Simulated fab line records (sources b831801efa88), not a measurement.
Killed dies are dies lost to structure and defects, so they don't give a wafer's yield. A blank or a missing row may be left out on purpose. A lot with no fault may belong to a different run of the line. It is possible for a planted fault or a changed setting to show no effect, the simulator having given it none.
A struck lot beside a sound one || flow sky130 || 43 steps out of a route of 708
Sound: wafers L537.1, L537.3, L537.6. Struck: wafer L532.6; the same lot's L532.2 was not struck, so it is left out; see the end for the cause.
Each step with rows lists, per side, the tool, then ch with its chambers, then its first start. Under that, the readings that differ: sound wafers || struck wafers || difference of the means || sigmas: that difference in standard deviations of wafers without a fault.
alike: words and numbers the same on both sides, and readings whose means are apart by under 2 such deviations; not compared: readings that were withheld, readings missing a value for some wafer, numbers with overlapping values and no deviation given by the record, and bounds like >300 which may hide the same value.
The two part at a step that has a row with sigmas, a row that says differs or no value, or rows on one side only. Numbers that have no deviation but don't overlap get no sigmas and don't part them. A reading that every wafer of one side lacks parts them only if that side has two wafers or more.

first, 3 steps without rows for these wafers: SKY_SONOS_ONO_WET_ETCH_18 (etches Si3N4 in H3PO4, target depth 15 nm, time 172 s); SKY_GATE_OXIDE_CLEAN_00 (cleans in SC1/SC2, time 150 s); SKY_GATE_OXIDE_OXIDATION_01 (stabilise 600 s, purge 300 s, target thk 10.268 nm).
SKY_GATE_OXIDE_THK_MEAS_02:
  sound: film_metro-02 at day 19 12:26; struck: film_metro-03 at day 17 10:16
  alike: GATE_OXIDE_OXIDATION_00_THK
then, 7 steps without rows for these wafers: SKY_GATE_OXIDE_DEHYDRATE_03 (time 60 s); SKY_GATE_OXIDE_HMDS_04 (prime time 60 s); SKY_GATE_OXIDE_COAT_05 (resist thk 1140 nm); SKY_GATE_OXIDE_SOFTBAKE_06 (time 60 s); SKY_GATE_OXIDE_EXPOSE_07 (exposes mask LVOM, target cd 600 nm); SKY_GATE_OXIDE_PEB_08; SKY_GATE_OXIDE_DEVELOP_09 (develop time 60 s).
SKY_GATE_OXIDE_OVL_MEAS_10:
  sound: overlay-02 at day 20 19:16; struck: overlay-01 at day 18 16:20
{"reading": "GATE_OXIDE_OVL (nm)", "sound": "-1.8 -2.4 0.3", "struck": 3.0, "difference": "+4.3", "sigmas": "+3"}
SKY_GATE_OXIDE_IMPLANT_11:
  sound on implanter-01 ch 0, day 20 19:17; struck on implanter-04 ch 0, day 18 16:23
then, 1 step without rows for these wafers: SKY_GATE_OXIDE_WET_ETCH_12 (etches SiO2 in dHF, target depth 16.8 nm, time 336 s).
SKY_GATE_OXIDE_STRIP_13: strips in O2/N2.
  sound on plasma_asher-02 ch 0,1, day 20 19:33; struck on plasma_asher-01 ch 1, day 18 16:37
  alike: drypump_motor_current_A, oes_product_au, strip_time_to_endpoint_s
  not compared: rf_hours_counter_h
SKY_GATE_OXIDE_TW_MEAS_14:
  sound: film_metro-02 at day 20 19:39; struck: film_metro-02 at day 18 16:43
  alike: GATE_OXIDE_TW
then, 3 steps without rows for these wafers: SKY_GATE_OXIDE_CLEAN_15 (cleans in SC1/SC2, time 150 s); SKY_GATE_OXIDE_OXIDATION_16 (stabilise 600 s, purge 300 s, target thk 3.57 nm); SKY_POLY_GATE_CVD_00 (deposits poly-Si, target thk 180 nm, time 720 s).
SKY_POLY_GATE_THK_MEAS_01:
  sound: film_metro-03 at day 20 23:38; struck: film_metro-02 at day 19 00:52
  alike: POLY_GATE_CVD_00_THK
then, 8 steps without rows for these wafers: SKY_RES_PROTECT_DEHYDRATE_00 (time 60 s); SKY_RES_PROTECT_HMDS_01 (prime time 60 s); SKY_RES_PROTECT_COAT_02 (resist thk 1140 nm); SKY_RES_PROTECT_SOFTBAKE_03 (time 60 s); SKY_RES_PROTECT_EXPOSE_04 (exposes mask RPM, target cd 1270 nm); SKY_RES_PROTECT_PEB_05; SKY_RES_PROTECT_DEVELOP_06 (develop time 60 s); SKY_POLY_GATE_IMPLANT_02.
SKY_RES_PROTECT_STRIP_07: strips in O2/N2.
  sound on plasma_asher-02 ch 0,1, day 22 06:26; struck on plasma_asher-03 ch 1, day 20 07:11
  alike: drypump_motor_current_A, oes_product_au, strip_time_to_endpoint_s
  not compared: rf_hours_counter_h
SKY_RES_PROTECT_TW_MEAS_08:
  sound: film_metro-02 at day 22 06:32; struck: film_metro-02 at day 20 07:17
  alike: POLY_GATE_TW
then, 2 steps without rows for these wafers: SKY_RES_PROTECT_CLEAN_09 (cleans in SC1/SC2, time 150 s); SKY_POLY_GATE_CVD_03 (deposits Si3N4 from DCS/NH3, target thk 75 nm, time 1290 s).
SKY_POLY_GATE_THK_MEAS_04:
  sound: film_metro-03 at day 22 09:00; struck: film_metro-02 at day 20 08:45
{"reading": "POLY_GATE_CVD_03_THK (nm)", "sound": "74.1 74.9 74.7", "struck": 76.2, "difference": "+1.6", "sigmas": "+3"}
then, 8 steps without rows for these wafers: SKY_POLY_GATE_DEHYDRATE_05 (time 60 s); SKY_POLY_GATE_HMDS_06 (prime time 60 s); SKY_POLY_GATE_COAT_07 (resist thk 110 nm); SKY_POLY_GATE_COAT_08 (resist thk 450 nm); SKY_POLY_GATE_SOFTBAKE_09 (time 90 s); SKY_POLY_GATE_EXPOSE_10 (exposes mask P1M, target cd 150 nm); SKY_POLY_GATE_PEB_11; SKY_POLY_GATE_DEVELOP_12 (develop time 60 s).
SKY_POLY_GATE_CD_MEAS_13 targets a cd of 150 nm.
  sound: cd_sem-02 at day 23 14:36; struck: cd_sem-02 at day 21 15:53
  alike: cd_nm
-- record jumps: 28 days separate the struck wafers' starts on either side; left off in module POLY_GATE, taken up again in module PAD_OPEN, whose first shown step is the route's number 708 --
SKY_PAD_OPEN_PROBE_99:
  sound: prober-02 at day 50 08:36; struck: prober-01 at day 49 04:15
{"reading": "killed_dies", "sound": "77 76 78", "struck": 97, "difference": "+20", "sigmas": "+2"}
{"reading": "model.etest.nfet_01v8.drive_ua_um_range", "sound": "8.914 6.002 7.436", "struck": 15.25, "difference": "+7.80", "sigmas": ""}
{"reading": "model.etest.pfet_01v8.drive_ua_um_range", "sound": "2.875 8.131 7.08", "struck": 11.01, "difference": "+4.98", "sigmas": ""}
{"reading": "model.etest.pfet_01v8_lvt.vt_v_range", "sound": "0.0223 0.02682 0.02429", "struck": 0.1309, "difference": "+0.1064", "sigmas": ""}
{"reading": "model.etest.pfet_01v8.vt_v_range", "sound": "0.005934 0.01515 0.01113", "struck": 0.05582, "difference": "+0.04508", "sigmas": ""}
{"reading": "model.etest.nfet_01v8.vt_v_range", "sound": "0.01144 0.007746 0.01281", "struck": 0.01714, "difference": "+0.00647", "sigmas": ""}
  alike: killed_at_M0_to_M3, killed_at_M4_up, killed_at_contacts, killed_at_front_end, killed_at_other, killed_on_rim, killed_open, killed_short

WHERE THEY PART
At SKY_GATE_OXIDE_OVL_MEAS_10 first; at SKY_PAD_OPEN_PROBE_99 last (within this record only).

WHY: what had been put in by the simulator
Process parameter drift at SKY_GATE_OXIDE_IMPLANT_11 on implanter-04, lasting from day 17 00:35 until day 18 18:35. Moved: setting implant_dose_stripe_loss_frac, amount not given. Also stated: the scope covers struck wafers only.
